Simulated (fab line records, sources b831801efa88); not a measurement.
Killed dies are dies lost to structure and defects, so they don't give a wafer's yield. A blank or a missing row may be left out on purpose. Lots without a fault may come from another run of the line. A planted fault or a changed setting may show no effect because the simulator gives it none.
Problem report in the 8D (eight disciplines) form, filled by code | flow sky130 | the parts of the form that need people (team, actions taken, sign-off) are left out

1. THE PROBLEM
POLY_GATE_OXIDATION_THK at SKY_POLY_GATE_THK_MEAS_21 reads a mean of 5.88 nm on 6 wafers of 2 lots; wafers without a fault read 3.99 nm with a standard deviation of 0.075. That is +25 standard deviations from the usual mean.
First seen on wafer L515.1, day 22 07:06, on film_metro-03. The record holds 36 wafers of 12 lots with a number at this step. Rule for "out", or "out of limits": more than 4 standard deviations from the usual mean. The other wafers with a number count as sound.

2. WHAT IT IS AND WHAT IT IS NOT
question                    | is                      | is not
which readings at this step | POLY_GATE_OXIDATION_THK | -
which lots                  | L515, L516              | L500, L501, L504, L505, L512, L514, L517, L518, L522, L523
which wafers of those lots  | all that have a number  | -
read on which gauges        | film_metro-03           | film_metro-01, film_metro-02
when                        | from day 22 07:06       | up to then (18 sound wafers); but 12 sound wafers of L517, L518, L522, L523 came after

3. SUSPECTS, AND WHAT RULES EACH OUT
Counting: a tool at a process step up to the reading stays a suspect if it ran every lot that is out and no sound lot after the first of them.
- the gauge at SKY_POLY_GATE_THK_MEAS_21: ruled out. All the wafers that are out were read on film_metro-03, but those of them that SKY_POLY_GATE_OXIDATION_20 has rows for are out there too, on other tools.
- furnace-02 at SKY_POLY_GATE_OXIDATION_20 (stabilise 600 s, purge 300 s, target thk 4 nm): kept. It ran every lot that is out, first L515 (day 22 05:51), and no sound lot after that; its last sound lot up to then is L504 (day 17 19:16). Its own readings are out on those wafers: spike_tc_bottom_C, spike_tc_centre_C, spike_tc_lower_C, spike_tc_top_C, spike_tc_upper_C.
Left after counting: furnace-02 at SKY_POLY_GATE_OXIDATION_20.

4. THE CAUSE (what the simulator had put in)
Process parameter drift: furnace-02, from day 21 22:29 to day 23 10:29, at SKY_POLY_GATE_OXIDATION_20. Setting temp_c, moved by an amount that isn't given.
Counting left only this tool.

5. THE CHAIN OF EFFECTS, in route order
Each row: a reading whose mean over the struck wafers that have a number lies more than 3 standard deviations from the usual. Only readings for which the record gives a usual standard deviation are gone through. hours: the time from each lot's start at the first step in this table that gives one to its start at this step, as a median over the lots. sigmas: the change in usual standard deviations.
hours | step                       | reading                 | usual   | on struck wafers | change | sigmas
0     | SKY_POLY_GATE_OXIDATION_20 | spike_tc_bottom_C       | 867 C   | 896              | +29    | +6.8
0     | SKY_POLY_GATE_OXIDATION_20 | spike_tc_centre_C       | 849.9 C | 881.3            | +31.4  | +21
0     | SKY_POLY_GATE_OXIDATION_20 | spike_tc_lower_C        | 851.1 C | 883.6            | +32.5  | +33
0     | SKY_POLY_GATE_OXIDATION_20 | spike_tc_top_C          | 864.1 C | 895.8            | +31.7  | +26
0     | SKY_POLY_GATE_OXIDATION_20 | spike_tc_upper_C        | 850.9 C | 883.7            | +32.8  | +33
0     | SKY_POLY_GATE_OXIDATION_20 | zone_power_lower_pct    | 15.5 %  | 17.2             | +1.7   | +3.1
0     | SKY_POLY_GATE_OXIDATION_20 | zone_power_top_pct      | 30.6 %  | 32.3             | +1.7   | +5.7
1     | SKY_POLY_GATE_THK_MEAS_21  | POLY_GATE_OXIDATION_THK | 3.99 nm | 5.88             | +1.89  | +25
The process steps in it:
- SKY_POLY_GATE_OXIDATION_20: stabilise 600 s, purge 300 s, target thk 4 nm.

6. WHAT WOULD HAVE CAUGHT IT SOONER
In this record the first reading out of limits at a measuring or inspecting step was taken at day 22 07:06, 9 hours after the fault began at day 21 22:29.
The tool's own readings at SKY_POLY_GATE_OXIDATION_20 were out on every struck wafer that the step has a row for (spike_tc_bottom_C, spike_tc_centre_C, spike_tc_lower_C, spike_tc_top_C, spike_tc_upper_C): an alarm limit on them would have fired on the first of those.
Of the lots that are out (2), L516 began SKY_POLY_GATE_OXIDATION_20 on furnace-02 after day 22 07:06. A hold on the tool at that time would have spared it.
